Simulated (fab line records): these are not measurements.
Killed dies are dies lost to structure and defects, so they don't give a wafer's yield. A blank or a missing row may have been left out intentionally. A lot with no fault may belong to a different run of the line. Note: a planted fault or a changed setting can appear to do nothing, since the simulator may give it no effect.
Which of the tools did it? | flow gf180mcu | 6 lots (18 wafers sampled), 1 step of a 602-step route

== WHAT EACH GAUGE READ, for each wafer ==
GF_NSD_TW_MEAS_12.
lot  | measured     | on            | NSD_TW
L955 | day 14 06:20 | film-metro-01 | 4269 4234 4272
L957 | day 15 01:34 | film-metro-02 | 4287 4289 4290
L961 | day 16 11:09 | film-metro-02 | 4298 4318 4318
L963 | day 17 05:25 | film-metro-04 | 4282 4292 4298
L969 | day 19 05:02 | film-metro-01 | 4274 4271 4283
L973 | day 20 17:34 | film-metro-01 | 4260 4257 4265

== WHAT TOOL EACH LOT RAN ON (gives the tool, then ch and the chambers of the sampled wafers, and finally the start) ==
The record holds no process step before these readings.

== THE ANSWER, worked out from the rows above alone ==
Rule: the lots themselves supply what counts as usual. The widest of any qualifying gaps counts: lots, ordered by their means at a reading, are off when they make up no more than a third of the lots, leave a main group of 4 or more, and stand apart from it by 3 or more times the standard deviation of that group's means. Not used: any main group whose means are identical at the precision the tables above print for the reading. Also off: a lot with no number at a reading for which 4 or more lots have one. Where the step has rows for the other lots, those lots are counted as sound.
No lot is off on any of the readings shown, so nothing can be concluded from this.

== WHAT THE SIMULATOR HAD PUT IN ==
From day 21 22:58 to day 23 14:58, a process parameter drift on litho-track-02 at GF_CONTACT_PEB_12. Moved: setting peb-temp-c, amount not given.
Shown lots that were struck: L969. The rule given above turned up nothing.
